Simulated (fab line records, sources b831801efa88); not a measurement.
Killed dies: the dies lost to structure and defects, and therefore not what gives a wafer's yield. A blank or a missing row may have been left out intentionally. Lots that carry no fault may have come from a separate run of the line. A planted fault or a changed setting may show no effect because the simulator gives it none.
Matching of chambers -- flow sky130 -- rie-diel-04 running SKY_VIA2_ETCH_15: 4 sister chambers
The step etches SiO2 in C4F8/O2/Ar, stops on TiN, target depth 546 nm, time 84 s. 20 wafers are shown with their chamber, then 10 later ones without.

## WAFERS PAIRED WITH THEIR CHAMBERS
wafer,chamber,oes-product-au (a.u.)
L076.2,1,0.934
L076.3,0,0.945
L076.4,2,0.933
L078.1,0,0.928
L078.5,2,0.946
L078.6,1,0.930
L079.3,1,0.939
L079.4,3,0.935
L079.5,2,0.938
L080.3,2,0.935
L080.4,1,0.943
L080.5,1,0.941
L082.1,2,0.938
L082.2,3,0.941
L082.3,0,0.933
L082.4,1,0.934
L082.5,0,0.937
L082.6,3,0.944
L086.1,2,0.941
L086.2,3,0.932

SIGNATURES (averages over the wafers above)
reading,chamber 0,chamber 1,chamber 2,chamber 3,scatter within a chamber
oes-product-au,0.93575,0.93683,0.93850,0.93800,0.00544
Rule: distance of a wafer from a chamber = root of the sum over the readings of ((wafer's reading minus chamber's mean) / reading's scatter) squared. If the next closest chamber is less than 2 further off than the closest, the wafer can't be placed; otherwise it belongs to the closest. The scatter: the root of (the sum of the squares of (reading less its chamber's mean) over the shown wafers, divided by (wafers less chambers)).

## WAFERS WITHOUT THEIR CHAMBER
wafer,oes-product-au (a.u.)
L086.3,0.937
L086.4,0.934
L086.5,0.936
L086.6,0.939
L088.2,0.935
L088.5,0.932
L088.6,0.944
L097.4,0.934
L097.5,0.940
L097.6,0.946

## WHICH CHAMBER EACH WENT THROUGH
wafer,from the rows above,in truth
L086.3,can't be placed: 1 or 3 or 0 or 2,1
L086.4,can't be placed: 0 or 1 or 3 or 2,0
L086.5,can't be placed: 0 or 1 or 3 or 2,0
L086.6,can't be placed: 2 or 3 or 1 or 0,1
L088.2,can't be placed: 0 or 1 or 3 or 2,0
L088.5,can't be placed: 0 or 1 or 3 or 2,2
L088.6,can't be placed: 2 or 3 or 1 or 0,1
L097.4,can't be placed: 0 or 1 or 3 or 2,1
L097.5,can't be placed: 2 or 3 or 1 or 0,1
L097.6,can't be placed: 2 or 3 or 1 or 0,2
Placed correctly: 0 of 10. These rows do not allow placing 10 (true chamber among the candidates in 10). Number placed wrongly: 0.
